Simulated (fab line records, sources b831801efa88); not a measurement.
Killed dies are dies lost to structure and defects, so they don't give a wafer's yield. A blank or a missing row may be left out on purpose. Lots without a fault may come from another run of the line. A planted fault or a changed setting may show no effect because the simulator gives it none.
Which tool did it? | flow gf180mcu | 14 lots, 42 wafers sampled, at 7 steps of a route of 602

WHAT THE GAUGES READ, wafer by wafer
GF_DUAL_GATE_THK_MEAS_03.
lot  | measured     | on            | DUAL_GATE_OXIDATION_00_THK (nm)
L966 | day 7 19:57  | film_metro-02 | 10.83 10.89 10.92
L967 | day 8 05:34  | film_metro-02 | 11.04 10.97 11.21
L968 | day 8 10:45  | film_metro-03 | 11.07 10.73 10.98
L969 | day 8 18:36  | film_metro-03 | 10.93 10.89 10.87
L975 | day 10 10:31 | film_metro-02 | 11.01 11.00 10.90
L978 | day 11 10:20 | film_metro-04 | 10.95 11.08 10.89
L979 | day 11 15:28 | film_metro-04 | 10.56 10.50 10.63
L980 | day 11 18:22 | film_metro-02 | 11.21 11.28 11.37
L981 | day 12 00:12 | film_metro-02 | 10.79 10.82 10.72
L983 | day 12 23:30 | film_metro-02 | 10.80 10.76 10.68
L982 | day 13 00:19 | film_metro-02 | 10.92 11.03 11.01
L984 | day 13 06:30 | film_metro-02 | 10.55 10.54 10.53
L986 | day 13 10:58 | film_metro-04 | 10.82 10.66 10.69
L987 | day 14 01:46 | film_metro-04 | 11.09 10.99 11.03

GF_POLY_GATE_CD_MEAS_18.
lot  | measured     | on        | cd_nm (nm)
L966 | day 9 13:40  | cd_sem-02 | 280.8 281.3 280.3
L967 | day 9 19:51  | cd_sem-01 | 279.9 280.8 279.5
L968 | day 10 01:10 | cd_sem-02 | 279.4 280.2 279.3
L969 | day 10 12:40 | cd_sem-01 | 278.8 280.1 280.3
L975 | day 12 05:03 | cd_sem-01 | 280.8 280.9 282.1
L978 | day 13 06:48 | cd_sem-02 | 278.9 280.6 280.6
L979 | day 13 13:10 | cd_sem-01 | - - -
L980 | day 13 14:49 | cd_sem-02 | - - -
L981 | day 13 21:13 | cd_sem-01 | 280.3 279.8 279.8
L983 | day 15 00:07 | cd_sem-02 | 276.7 277.5 278.8
L982 | day 14 22:55 | cd_sem-01 | 281.0 280.8 281.9
L984 | day 15 08:01 | cd_sem-01 | 279.8 279.2 280.3
L986 | day 15 09:12 | cd_sem-02 | 282.2 281.4 282.2
L987 | day 16 02:25 | cd_sem-02 | 278.6 281.8 280.5

WHICH TOOL RAN EACH LOT (tool, then ch and the chambers of the sampled wafers, then the start)
lot  | GF_MVSD_STRIP_10                    | GF_DUAL_GATE_STRIP_13                | GF_POLY_GATE_ETCH_12               | GF_POLY_GATE_ETCH_13             | GF_POLY_GATE_STRIP_14
L966 | plasma_asher-01 ch 0,1, day 4 14:50 | plasma_asher-02 ch 1, day 8 12:08    | rie_diel-04 ch 0,2,3, day 9 11:39  | rie_si-02 ch 0,1,2, day 9 11:42  | plasma_asher-01 ch 0,1, day 9 11:46
L967 | plasma_asher-03 ch 0,1, day 5 01:20 | plasma_asher-02 ch 0,1, day 8 21:37  | rie_diel-01 ch 0,3, day 9 18:12    | rie_si-02 ch 0,1,2, day 9 18:15  | plasma_asher-04 ch 0,1, day 9 18:20
L968 | plasma_asher-01 ch 0,1, day 5 04:35 | plasma_asher-02 ch 0,1, day 9 02:35  | rie_diel-01 ch 2,3, day 9 23:10    | rie_si-02 ch 0,2,3, day 9 23:13  | plasma_asher-03 ch 0,1, day 9 23:16
L969 | plasma_asher-03 ch 0,1, day 5 09:44 | plasma_asher-04 ch 0,1, day 9 11:25  | rie_diel-01 ch 0,2,3, day 10 09:01 | rie_si-01 ch 0,3, day 10 09:04   | plasma_asher-03 ch 0,1, day 10 09:07
L975 | plasma_asher-03 ch 0,1, day 6 20:50 | plasma_asher-03 ch 0,1, day 11 04:44 | rie_diel-04 ch 0,1,3, day 12 03:27 | rie_si-01 ch 0,1,2, day 12 03:30 | plasma_asher-03 ch 0,1, day 12 03:34
L978 | plasma_asher-01 ch 0,1, day 7 14:32 | plasma_asher-02 ch 0,1, day 12 05:32 | rie_diel-04 ch 0,2,3, day 13 05:13 | rie_si-01 ch 0,1, day 13 05:16   | plasma_asher-01 ch 0,1, day 13 05:19
L979 | plasma_asher-03 ch 0,1, day 7 21:41 | plasma_asher-03 ch 0,1, day 12 11:08 | rie_diel-03 ch 1,2,3, day 13 11:36 | rie_si-02 ch 0,2, day 13 11:39   | plasma_asher-04 ch 0,1, day 13 11:42
L980 | plasma_asher-03 ch 0,1, day 8 01:08 | plasma_asher-03 ch 0,1, day 12 13:44 | rie_diel-01 ch 0,1,2, day 13 13:13 | rie_si-01 ch 1,2,3, day 13 13:16 | plasma_asher-03 ch 0,1, day 13 13:19
L981 | plasma_asher-03 ch 0,1, day 8 05:30 | plasma_asher-02 ch 0,1, day 12 19:58 | rie_diel-04 ch 0,1,3, day 13 19:04 | rie_si-01 ch 0,2,3, day 13 19:07 | plasma_asher-04 ch 0,1, day 13 19:10
L983 | plasma_asher-03 ch 0,1, day 8 23:44 | plasma_asher-03 ch 0,1, day 13 19:55 | rie_diel-03 ch 0,1,3, day 14 21:37 | rie_si-02 ch 0,2,3, day 14 21:40 | plasma_asher-04 ch 0,1, day 14 21:43
L982 | plasma_asher-01 ch 0,1, day 9 01:02 | plasma_asher-04 ch 0,1, day 13 20:27 | rie_diel-04 ch 0,1, day 14 21:16   | rie_si-01 ch 2,3, day 14 21:19   | plasma_asher-01 ch 0,1, day 14 21:24
L984 | plasma_asher-03 ch 0,1, day 9 06:31 | plasma_asher-02 ch 0,1, day 14 03:31 | rie_diel-03 ch 0,2,3, day 15 05:22 | rie_si-01 ch 0,3, day 15 05:25   | plasma_asher-01 ch 0,1, day 15 05:30
L986 | plasma_asher-01 ch 0, day 9 10:53   | plasma_asher-03 ch 0, day 14 07:22   | rie_diel-01 ch 0,2, day 15 07:28   | rie_si-01 ch 0,1,2, day 15 07:31 | plasma_asher-01 ch 0,1, day 15 07:34
L987 | plasma_asher-04 ch 0,1, day 9 22:17 | plasma_asher-03 ch 0,1, day 14 22:58 | rie_diel-01 ch 0,3, day 16 00:49   | rie_si-01 ch 1,2,3, day 16 00:52 | plasma_asher-04 ch 0,1, day 16 00:55
- GF_MVSD_STRIP_10: strips in O2/N2.
- GF_DUAL_GATE_STRIP_13: strips in O2/N2.
- GF_POLY_GATE_ETCH_12: etches BARC in N2/H2.
- GF_POLY_GATE_ETCH_13: etches poly-Si in HBr/Cl2, stops on SiO2, target depth 198.5 nm, time 69.6 s.
- GF_POLY_GATE_STRIP_14: strips in O2/N2.

WHAT THE TOOLS THEMSELVES READ (means of the sampled wafers that have a number; where no wafer has one, the mark that the record gives instead)
GF_MVSD_STRIP_10.
lot  | tool            | drypump_motor_current_A (A) | heater_power_w (W) | oes_product_au (a.u.) | strip_time_to_endpoint_s (s)
L966 | plasma_asher-01 | 6.2                         | 318                | 0.726                 | 36.94
L967 | plasma_asher-03 | 6.1                         | 355                | 0.723                 | 37.05
L968 | plasma_asher-01 | 6.3                         | 306                | 0.719                 | 36.99
L969 | plasma_asher-03 | 6.1                         | 350                | 0.720                 | 37.06
L975 | plasma_asher-03 | 6.1                         | 354                | 0.721                 | 36.83
L978 | plasma_asher-01 | 6.3                         | 308                | 0.718                 | 36.94
L979 | plasma_asher-03 | 6.1                         | 354                | 0.714                 | 36.97
L980 | plasma_asher-03 | 6.1                         | 354                | 0.724                 | 36.89
L981 | plasma_asher-03 | 5.8                         | 357                | 0.718                 | 37.12
L983 | plasma_asher-03 | 6.1                         | 354                | 0.724                 | 37.05
L982 | plasma_asher-01 | 6.3                         | 304                | 0.721                 | 36.87
L984 | plasma_asher-03 | 5.9                         | 357                | 0.724                 | 37.00
L986 | plasma_asher-01 | 6.4                         | 292                | 0.721                 | 36.89
L987 | plasma_asher-04 | 5.3                         | 336                | 0.724                 | 37.01

GF_DUAL_GATE_STRIP_13.
lot  | tool            | drypump_motor_current_A (A) | heater_power_w (W) | oes_product_au (a.u.) | strip_time_to_endpoint_s (s)
L966 | plasma_asher-02 | 5.5                         | 293                | 0.715                 | 12.62
L967 | plasma_asher-02 | 6.2                         | 354                | 0.722                 | 12.60
L968 | plasma_asher-02 | 5.8                         | 329                | 0.717                 | 12.59
L969 | plasma_asher-04 | 5.3                         | 333                | 0.715                 | 12.65
L975 | plasma_asher-03 | 6.1                         | 355                | 0.718                 | 12.65
L978 | plasma_asher-02 | 6.2                         | 356                | 0.716                 | 12.64
L979 | plasma_asher-03 | 5.9                         | 361                | 0.715                 | 12.62
L980 | plasma_asher-03 | 6.1                         | 350                | 0.717                 | 12.64
L981 | plasma_asher-02 | 6.2                         | 358                | 0.713                 | 12.64
L983 | plasma_asher-03 | 6.1                         | 356                | 0.714                 | 12.61
L982 | plasma_asher-04 | 5.3                         | 336                | 0.716                 | 12.63
L984 | plasma_asher-02 | 6.2                         | 361                | 0.717                 | 12.59
L986 | plasma_asher-03 | 6.4                         | 347                | 0.717                 | 12.62
L987 | plasma_asher-03 | 5.9                         | 355                | 0.716                 | 12.64

GF_POLY_GATE_ETCH_12.
lot  | tool        | bias_w (W) | chamber_pressure_mTorr (mTorr) | drypump_motor_current_A (A) | oes_product_au (a.u.) | throttle_valve_pct (%)
L966 | rie_diel-04 | 99.9       | 30.024                         | 5.3                         | 0.734                 | 13.206
L967 | rie_diel-01 | 99.9       | 29.988                         | 5.6                         | 0.735                 | 13.214
L968 | rie_diel-01 | 99.9       | 30.000                         | 6.4                         | 0.737                 | 13.208
L969 | rie_diel-01 | 99.9       | 29.985                         | 6.0                         | 0.737                 | 13.213
L975 | rie_diel-04 | 99.6       | 30.016                         | 5.5                         | 0.736                 | 13.209
L978 | rie_diel-04 | 100.1      | 29.989                         | 5.3                         | 0.737                 | 13.222
L979 | rie_diel-03 | -          | -                              | -                           | -                     | -
L980 | rie_diel-01 | -          | -                              | -                           | -                     | -
L981 | rie_diel-04 | 100.1      | 30.016                         | 5.5                         | 0.731                 | 13.211
L983 | rie_diel-03 | 100.0      | 30.013                         | 6.0                         | 0.739                 | 13.217
L982 | rie_diel-04 | 100.1      | 30.011                         | 5.6                         | 0.740                 | 13.215
L984 | rie_diel-03 | 100.2      | 30.003                         | 5.8                         | 0.732                 | 13.224
L986 | rie_diel-01 | 100.3      | 30.005                         | 5.6                         | 0.732                 | 13.213
L987 | rie_diel-01 | 99.7       | 29.988                         | 6.0                         | 0.736                 | 13.218

GF_POLY_GATE_ETCH_13.
lot  | tool      | HBr_flow_sccm (sccm) | bias_w (W) | drypump_motor_current_A (A) | oes_product_au (a.u.) | throttle_valve_pct (%)
L966 | rie_si-02 | 149.6                | 100.2      | 5.8                         | 0.990                 | 33.679
L967 | rie_si-02 | 150.1                | 99.9       | 5.8                         | 0.981                 | 33.680
L968 | rie_si-02 | 150.3                | 99.9       | 6.1                         | 0.983                 | 33.680
L969 | rie_si-01 | 149.2                | 99.9       | 5.8                         | 0.991                 | 33.684
L975 | rie_si-01 | 150.5                | 100.0      | 5.8                         | 0.996                 | 33.678
L978 | rie_si-01 | 149.8                | 99.8       | 5.8                         | 0.994                 | 33.686
L979 | rie_si-02 | 149.9                | 99.9       | 5.7                         | 0.272                 | 33.681
L980 | rie_si-01 | 149.5                | 99.7       | 5.9                         | 0.275                 | 33.680
L981 | rie_si-01 | 150.2                | 99.8       | 5.8                         | 0.985                 | 33.683
L983 | rie_si-02 | 149.6                | 99.9       | 6.2                         | 0.984                 | 33.694
L982 | rie_si-01 | 149.6                | 100.0      | 5.9                         | 0.985                 | 33.685
L984 | rie_si-01 | 150.2                | 100.0      | 5.8                         | 0.988                 | 33.676
L986 | rie_si-01 | 150.0                | 100.1      | 5.9                         | 0.986                 | 33.677
L987 | rie_si-01 | 149.8                | 100.2      | 5.9                         | 0.993                 | 33.679

GF_POLY_GATE_STRIP_14.
lot  | tool            | drypump_motor_current_A (A) | heater_power_w (W) | oes_product_au (a.u.)
L966 | plasma_asher-01 | 6.2                         | 319                | 0.505
L967 | plasma_asher-04 | 5.3                         | 335                | 0.503
L968 | plasma_asher-03 | 6.1                         | 354                | 0.509
L969 | plasma_asher-03 | 6.1                         | 348                | 0.510
L975 | plasma_asher-03 | 6.1                         | 353                | 0.505
L978 | plasma_asher-01 | 6.3                         | 310                | 0.508
L979 | plasma_asher-04 | 5.3                         | 334                | 0.527
L980 | plasma_asher-03 | 5.9                         | 353                | 0.528
L981 | plasma_asher-04 | 5.3                         | 330                | 0.504
L983 | plasma_asher-04 | 5.3                         | 336                | 0.509
L982 | plasma_asher-01 | 6.3                         | 306                | 0.505
L984 | plasma_asher-01 | 6.2                         | 320                | 0.503
L986 | plasma_asher-01 | 6.3                         | 308                | 0.509
L987 | plasma_asher-04 | 5.6                         | 340                | 0.505

THE ANSWER, worked out from the rows above alone
Rule: what is usual is taken from the lots themselves. Put in order of their means at a reading, lots are off if they are a third of the lots or fewer, leave a main group of 4 or more, and stand apart from it by a gap of 3 or more times the standard deviation of the main group's means; of several such gaps the widest counts. A main group whose means are all the same, to the digits that the tables above print for the reading, isn't used. A lot without any number at a reading at which 4 lots or more have one is off too. The other lots that the step has rows for count as sound. The gauges are gone through in route order, then the tools' own readings, and for those a lot's mean is taken as printed above. The first step at which some lot is off is used, and at that step the reading that is off furthest; a lot without a number counts as furthest.
Off: L979, L980, at GF_POLY_GATE_CD_MEAS_18 (cd_nm). Without a number there: L979, L980. The main group: mean 280.2 nm, standard deviation 1.
A tool fits if, at a process step before that reading, it ran every lot that is off, and no sound lot after the first of them. The gauges at GF_POLY_GATE_CD_MEAS_18 aren't tried: what is off there is off at GF_POLY_GATE_ETCH_12 too, on other tools, and a gauge's error can't cause that. None of those tried fits.

WHAT THE SIMULATOR HAD PUT IN
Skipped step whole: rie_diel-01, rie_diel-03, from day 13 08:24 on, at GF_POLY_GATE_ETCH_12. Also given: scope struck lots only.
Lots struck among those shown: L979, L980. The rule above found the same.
